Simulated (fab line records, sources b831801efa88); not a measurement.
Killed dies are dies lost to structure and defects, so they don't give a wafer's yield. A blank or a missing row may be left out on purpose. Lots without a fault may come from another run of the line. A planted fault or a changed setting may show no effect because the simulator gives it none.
fab line records | flow gf180mcu
record lots=11 wafers=33 last_day=34
route steps=602 shown M2@363
lots that met no fault: from a run of the same line without faults
start_h: hours from the record's first day to the start of the lot's first wafer shown | wait_h: hours since the lot's step before | " the same as in the row above | L1.1+2: a row that stands for several wafers | - no value, or no start given | * or withheld: withheld | < > ~ a bound
route shown NAME@n: a module of which the file shows steps, and the number in the route of the first | usual: mean/standard deviation of fault-free wafers | same: alike in all rows | chamber/n: place in a boat | sites: the reading at each site | _std_site: their standard deviation | _edge_site: outer sites' mean less inner sites' | radius_mm: how far each site lies from the wafer's centre | mask NAME#n: copy n | behind: the tool/chamber that last shaped the wafer | hold: why the lot was held/for how many hours/how that ended | device: the transistor (n, p or np) that didn't switch | end of line: the same wafers' tests at the end of the route | a step without rows: its recipe alone | killed: dies lost to structure and defects at the first sort, not the wafer's yield | map: a wafer's dies, x killed, . not, _ none there
set.NAME: the setting as run; set.NAME@STEP: as run at that earlier step | model.NAME: the simulator's own value behind a step, which no gauge read
steps of the route over a sample of lots; a table a step, a row a wafer
services: from which hour (start_h, from the record's first day; less than 0 if before it) a tool's chamber was out of use, for how many hours, and why
## steps
# step GF_M2_SPUTTER_01
# recipe material=TiN target_thk_nm=30 power_w=6500 time_s=25 chamber_pressure_pa=0.4
# usual cathode_dc_power_W=6499.9/1 throttle_valve_pct=30.4/0.81
# same time_s=25
# columns lot.wafer tool chamber start_h wait_h cathode_dc_power_W throttle_valve_pct
L724.1 pvd_sputter-01 - 449.56 0.1 6501.3 29.6
L724.2 " - " " 6500.9 29.0
L724.5 " - " " 6499.7 30.1
L726.1 pvd_sputter-03 - 464.64 0.1 6499.5 31.4
L726.4 " - " " 6500.4 30.5
L726.6 " - " " 6499.5 31.6
L729.1 pvd_sputter-03 - 494.22 0.1 6500.4 30.6
L729.4 " - " " 6498.5 31.4
L729.6 " - " " 6498.6 31.5
L730.4 pvd_sputter-01 - 502.60 0.1 6498.9 31.4
L730.5 " - " " 6501.0 31.3
L730.6 " - " " 6500.6 29.6
L731.1 pvd_sputter-01 - 507.18 0.1 6500.6 29.8
L731.3 " - " " 6499.7 29.2
L731.6 " - " " 6498.9 31.2
L732.2 pvd_sputter-03 - 511.23 0.1 6498.8 30.3
L732.3 " - " " 6500.7 30.1
L732.5 " - " " 6500.9 29.9
L735.3 pvd_sputter-01 - 541.90 0.1 6500.1 29.0
L735.4 " - " " 6499.9 31.2
L735.5 " - " " 6501.5 29.1
L739.2 pvd_sputter-03 - 578.19 0.1 6501.1 30.3
L739.3 " - " " 6500.6 30.0
L739.4 " - " " 6500.5 29.9
L740.2 pvd_sputter-03 - 580.62 0.1 6499.6 30.0
L740.3 " - " " 6498.6 31.8
L740.4 " - " " 6500.5 29.9
L742.2 pvd_sputter-01 - 593.02 0.1 6499.0 31.3
L742.5 " - " " 6499.6 31.3
L742.6 " - " " 6499.4 29.5
L743.1 pvd_sputter-02 - 597.10 0.1 6500.3 30.0
L743.3 " - " " 6500.5 32.1
L743.5 " - " " 6499.6 29.5
# step GF_M2_SPUTTER_02
# recipe material=AlCu target_thk_nm=450 power_w=10600 time_s=23.9 chamber_pressure_pa=0.4
# usual cathode_dc_power_W=10600/1.9 throttle_valve_pct=30.4/0.81
# same time_s=23.9
# columns lot.wafer tool chamber start_h wait_h cathode_dc_power_W throttle_valve_pct
L724.1 pvd_sputter-01 - 449.59 0.0 10601 30.0
L724.2 " - " " 10597 29.2
L724.5 " - " " 10602 29.7
L726.1 pvd_sputter-03 - 464.67 0.0 10601 31.6
L726.4 " - " " 10597 30.5
L726.6 " - " " 10597 31.8
L729.1 pvd_sputter-03 - 494.25 0.0 10599 30.2
L729.4 " - " " 10600 31.6
L729.6 " - " " 10600 31.7
L730.4 pvd_sputter-01 - 502.63 0.0 10603 31.5
L730.5 " - " " 10602 31.2
L730.6 " - " " 10598 29.8
L731.1 pvd_sputter-01 - 507.21 0.0 10599 29.7
L731.3 " - " " 10598 29.4
L731.6 " - " " 10601 31.3
L732.2 pvd_sputter-03 - 511.26 0.0 10601 30.5
L732.3 " - " " 10599 30.3
L732.5 " - " " 10598 30.0
L735.3 pvd_sputter-01 - 541.93 0.0 10603 29.1
L735.4 " - " " 10600 31.2
L735.5 " - " " 10603 29.0
L739.2 pvd_sputter-03 - 578.22 0.0 14360 30.3
L739.3 " - " " 14362 30.0
L739.4 " - " " 14363 30.2
L740.2 pvd_sputter-03 - 580.65 0.0 14361 29.9
L740.3 " - " " 14360 31.2
L740.4 " - " " 14359 29.7
L742.2 pvd_sputter-01 - 593.05 0.0 10600 31.4
L742.5 " - " " 10599 31.4
L742.6 " - " " 10600 29.7
L743.1 pvd_sputter-02 - 597.13 0.0 10600 30.0
L743.3 " - " " 10598 32.3
L743.5 " - " " 10599 29.9
# step GF_M2_RS_MEAS_05
# recipe thk_meas_gauge=four-point-probe reads=TiN_of_M2_SPUTTER_04+Ti_of_M2_SPUTTER_03+AlCu_of_M2_SPUTTER_02+TiN_of_M2_SPUTTER_01+Ti_of_M2_SPUTTER_00
# usual M2_ALCU_RS=0.0697/0.00066
# columns lot.wafer tool chamber start_h wait_h M2_ALCU_RS[ohm/sq]
L724.1 film_metro-02 - 449.68 0.0 0.0692
L724.2 " - " " 0.0700
L724.5 " - " " 0.0694
L726.1 film_metro-04 - 464.76 0.0 0.0696
L726.4 " - " " 0.0698
L726.6 " - " " 0.0698
L729.1 film_metro-04 - 494.34 0.0 0.0711
L729.4 " - " " 0.0714
L729.6 " - " " 0.0711
L730.4 film_metro-02 - 502.78 0.1 0.0695
L730.5 " - " " 0.0694
L730.6 " - " " 0.0699
L731.1 film_metro-03 - 507.30 0.0 0.0698
L731.3 " - " " 0.0701
L731.6 " - " " 0.0697
L732.2 film_metro-04 - 511.37 0.0 0.0695
L732.3 " - " " 0.0706
L732.5 " - " " 0.0694
L735.3 film_metro-04 - 542.06 0.1 0.0696
L735.4 " - " " 0.0691
L735.5 " - " " 0.0692
L739.2 film_metro-02 - 578.33 0.0 0.0507
L739.3 " - " " 0.0510
L739.4 " - " " 0.0510
L740.2 film_metro-03 - 580.77 0.0 0.0513
L740.3 " - " " 0.0519
L740.4 " - " " 0.0514
L742.2 film_metro-03 - 593.16 0.0 0.0700
L742.5 " - " " 0.0703
L742.6 " - " " 0.0702
L743.1 film_metro-03 - 597.22 0.0 0.0695
L743.3 " - " " 0.0693
L743.5 " - " " 0.0694
# step GF_M2_THK_MEAS_06
# recipe thk_meas_gauge=xrf reads=AlCu_of_M2_SPUTTER_02
# usual M2_ALCU_THK=446/6.3
# columns lot.wafer tool chamber start_h wait_h M2_ALCU_THK[nm]
L724.1 film_metro-02 - 449.80 0.1 451
L724.2 " - " " 448
L724.5 " - " " 449
L726.1 film_metro-04 - 464.88 0.1 444
L726.4 " - " " 445
L726.6 " - " " 442
L729.1 film_metro-04 - 494.46 0.1 438
L729.4 " - " " 432
L729.6 " - " " 432
L730.4 film_metro-02 - 502.87 0.1 452
L730.5 " - " " 453
L730.6 " - " " 447
L731.1 film_metro-03 - 507.42 0.1 441
L731.3 " - " " 446
L731.6 " - " " 447
L732.2 film_metro-04 - 511.48 0.1 446
L732.3 " - " " 438
L732.5 " - " " 444
L735.3 film_metro-04 - 542.16 0.1 448
L735.4 " - " " 451
L735.5 " - " " 448
L739.2 film_metro-02 - 578.44 0.1 620
L739.3 " - " " 614
L739.4 " - " " 613
L740.2 film_metro-03 - 580.88 0.1 604
L740.3 " - " " 597
L740.4 " - " " 605
L742.2 film_metro-03 - 593.27 0.1 444
L742.5 " - " " 443
L742.6 " - " " 443
L743.1 film_metro-03 - 597.34 0.1 449
L743.3 " - " " 447
L743.5 " - " " 448
# step GF_M2_CD_MEAS_14
# recipe target_cd_nm=280
# usual cd_nm=279.7/1.4
# columns lot.wafer tool chamber start_h wait_h cd_nm
L724.1 cd_sem-01 - 473.98 0.1 284.4
L724.2 " - " " 283.6
L724.5 " - " " 284.2
L726.1 cd_sem-01 - 488.56 0.1 280.0
L726.4 " - " " 280.4
L726.6 " - " " 280.4
L729.1 cd_sem-01 - 517.41 0.1 279.8
L729.4 " - " " 278.7
L729.6 " - " " 279.8
L730.4 cd_sem-01 - 526.02 0.1 277.4
L730.5 " - " " 278.4
L730.6 " - " " 278.7
L731.1 cd_sem-01 - 530.11 0.1 279.7
L731.3 " - " " 278.3
L731.6 " - " " 278.9
L732.2 cd_sem-02 - 534.40 0.1 279.4
L732.3 " - " " 279.3
L732.5 " - " " 280.0
L735.3 cd_sem-02 - 562.35 0.1 279.0
L735.4 " - " " 281.1
L735.5 " - " " 279.7
L739.2 cd_sem-01 - 599.63 0.1 280.7
L739.3 " - " " 280.8
L739.4 " - " " 279.5
L740.2 cd_sem-01 - 601.78 0.1 278.8
L740.3 " - " " 279.9
L740.4 " - " " 280.1
L742.2 cd_sem-01 - 613.43 0.1 279.3
L742.5 " - " " 278.9
L742.6 " - " " 277.4
L743.1 cd_sem-01 - 617.66 0.1 278.5
L743.3 " - " " 277.3
L743.5 " - " " 278.4
# step GF_M2_METAL_ETCH_16
# recipe chemistry=Cl2/BCl3 mask_material=KrF target_depth_nm=627.5 stop_on=SiO2 pressure_mtorr=8 icp_w=800 bias_w=140 Cl2_flow_sccm=80 bcl3_flow_sccm=40 time_s=104.6
# usual drypump_motor_current_A=5.3/0.36 oes_product_au=0.970/0.006 throttle_valve_pct=28.252/0.011
# same time_s=104.6
# columns lot.wafer tool chamber start_h wait_h drypump_motor_current_A oes_product_au rf_hours_counter_h throttle_valve_pct
L724.1 rie_metal-01 1 474.13 0.0 5.8 0.973 6 28.254
L724.2 " 1 " " 5.8 0.961 - 28.251
L724.5 " 1 " " 5.8 0.967 - 28.255
L726.1 rie_metal-03 1 488.72 0.0 5.1 0.970 1 28.248
L726.4 " 1 " " 5.1 0.971 - 28.255
L726.6 " 1 " " 5.1 0.973 - 28.239
L729.1 rie_metal-04 1 517.57 0.0 5.2 0.963 2 28.276
L729.4 " 0 " " 4.9 0.962 - 28.266
L729.6 " 1 " " 5.2 0.963 - 28.250
L730.4 rie_metal-04 1 526.16 0.0 5.2 0.965 - 28.237
L730.5 " 0 " " 4.9 0.977 - 28.234
L730.6 " 1 " " 5.2 0.975 - 28.254
L731.1 rie_metal-03 1 530.26 0.0 5.1 0.958 2 28.240
L731.3 " 1 " " 5.1 0.962 - 28.270
L731.6 " 1 " " 5.1 0.966 - 28.251
L732.2 rie_metal-03 0 534.53 0.0 5.5 0.972 1 28.253
L732.3 " 0 " " 5.5 0.965 - 28.264
L732.5 " 0 " " 5.5 0.969 - 28.234
L735.3 rie_metal-04 0 562.51 0.1 4.9 0.970 - 28.267
L735.4 " 1 " " 5.2 0.974 - 28.249
L735.5 " 0 " " 4.9 0.972 - 28.259
L739.2 rie_metal-04 0 599.77 0.0 4.9 0.979 10 28.256
L739.3 " 0 " " 4.9 0.979 - 28.244
L739.4 " 1 " " 5.2 0.999 - 28.233
L740.2 rie_metal-03 1 601.92 0.0 5.1 0.993 4 28.227
L740.3 " 1 " " 5.1 0.996 - 28.221
L740.4 " 0 " " 5.5 0.997 - 28.217
L742.2 rie_metal-01 1 613.57 0.0 5.7 0.968 9 28.236
L742.5 " 0 " " 6.0 0.969 - 28.247
L742.6 " 1 " " 5.7 0.963 - 28.253
L743.1 rie_metal-03 0 617.82 0.0 5.5 0.973 3 28.263
L743.3 " 0 " " 5.5 0.973 - 28.248
L743.5 " 0 " " 5.5 0.969 - 28.252
# step GF_M2_STRIP_17
# recipe chemistry=O2/N2 power_w=1400 pressure_mtorr=1500 platen_temp_c=250 o2_flow_sccm=3000 n2_flow_sccm=300 overash_fraction=0.5
# usual drypump_motor_current_A=6.0/0.41 heater_power_w=323/29 oes_product_au=0.558/0.0052 strip_time_to_endpoint_s=7.89/0.057
# columns lot.wafer tool chamber start_h wait_h drypump_motor_current_A heater_power_w oes_product_au rf_hours_counter_h strip_time_to_endpoint_s
L724.1 plasma_asher-01 1 474.36 0.2 5.7 285 0.560 37 7.90
L724.2 " 0 " " 6.8 361 0.556 37 7.90
L724.5 " 1 " " 5.7 300 0.564 - 7.91
L726.1 plasma_asher-03 1 488.94 0.2 5.9 292 0.561 71 7.92
L726.4 " 0 " " 6.0 321 0.553 - 7.95
L726.6 " 0 " " 6.0 309 0.560 - 7.95
L729.1 plasma_asher-03 0 517.68 0.1 6.0 312 0.556 74 7.90
L729.4 " 0 " " 6.0 315 0.559 - 7.95
L729.6 " 1 " " 5.8 294 0.558 - 7.87
L730.4 plasma_asher-03 1 526.26 0.1 5.9 291 0.556 - 7.81
L730.5 " 1 " " 5.9 289 0.555 - 7.92
L730.6 " 0 " " 6.0 317 0.550 - 7.81
L731.1 plasma_asher-03 0 530.38 0.1 6.0 316 0.556 75 7.95
L731.3 " 1 " " 5.9 289 0.556 - 7.98
L731.6 " 0 " " 6.0 307 0.554 - 7.95
L732.2 plasma_asher-04 0 534.65 0.1 5.4 345 0.544 90 7.90
L732.3 " 0 " " 5.4 348 0.556 - 7.88
L732.5 " 1 " " 6.3 372 0.555 - 7.85
L735.3 plasma_asher-03 0 562.61 0.1 6.0 312 0.564 - 7.94
L735.4 " 1 " " 5.9 290 0.560 - 7.81
L735.5 " 1 " " 5.9 288 0.562 - 7.96
L739.2 plasma_asher-03 0 599.88 0.1 6.0 314 0.561 81 7.92
L739.3 " 0 " " 6.0 311 0.562 - 7.92
L739.4 " 1 " " 5.9 294 0.552 - 7.90
L740.2 plasma_asher-04 0 602.03 0.1 5.5 350 0.558 97 7.91
L740.3 " 1 " " 6.4 362 0.552 - 7.87
L740.4 " 0 " " 5.5 349 0.563 - 7.88
L742.2 plasma_asher-01 0 613.68 0.1 6.9 355 0.568 53 7.92
L742.5 " 1 " " 5.7 293 0.561 - 7.86
L742.6 " 0 " " 6.9 357 0.557 - 7.90
L743.1 plasma_asher-03 1 617.93 0.1 5.9 288 0.561 82 7.95
L743.3 " 1 " " 5.9 295 0.565 - 7.96
L743.5 " 1 " " 5.9 289 0.570 - 7.99
## services
# columns tool chamber start_h hours kind
plasma_asher-01 - 428.40 1.1 repair
rie_metal-03 1 434.21 - clean
rie_metal-03 1 434.21 23.7 scheduled_down
rie_metal-03 1 434.21 23.7 vent_cycle
rie_metal-01 0 465.08 - clean
rie_metal-01 0 465.08 17.4 scheduled_down
rie_metal-01 0 465.08 17.4 vent_cycle
rie_metal-03 0 477.16 - clean
rie_metal-03 0 477.16 17.4 scheduled_down
rie_metal-03 0 477.16 17.4 vent_cycle
plasma_asher-01 - 477.79 1.2 repair
pvd_sputter-03 - 485.76 4.1 repair
pvd_sputter-01 - 539.58 2.1 repair
plasma_asher-03 - 564.07 11.2 pm
pvd_sputter-03 - 565.80 0.5 repair
pvd_sputter-01 - 572.49 0.8 repair
pvd_sputter-02 1 579.61 - consumable_replace:kit
pvd_sputter-02 1 579.61 18.0 scheduled_down
pvd_sputter-02 1 579.61 18.0 vent_cycle
pvd_sputter-01 2 581.63 - consumable_replace:kit
pvd_sputter-01 2 581.63 18.0 scheduled_down
pvd_sputter-01 2 581.63 18.0 vent_cycle
plasma_asher-03 - 584.41 3.0 repair
## key
first_sign step=GF_M2_SPUTTER_02 reading=cathode_dc_power_W direction=up sigmas=99+ usual=10600 struck=14361
effect step=GF_M2_RS_MEAS_05 reading=M2_ALCU_RS direction=down sigmas=28 usual=0.0697 struck=0.0512
effect step=GF_M2_THK_MEAS_06 reading=M2_ALCU_THK direction=up sigmas=26 usual=446 struck=609
effect step=GF_M2_METAL_ETCH_16 reading=oes_product_au direction=up sigmas=3.4 usual=0.970 struck=0.990 wafers_moved=4
met_at GF_M2_SPUTTER_02
struck_lots L739,L740
not_acting_at GF_M2_SPUTTER_01,GF_M2_CD_MEAS_14,GF_M2_STRIP_17
onset_between 511.26 578.22
fault kind=process_parameter_drift tool=pvd_sputter-03 chamber=- onset_h=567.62 steps=GF_M2_SPUTTER_02 channel=power_w offset=3760.2 shape=step end_h=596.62 acts_in=these_recipes_only stated=10600
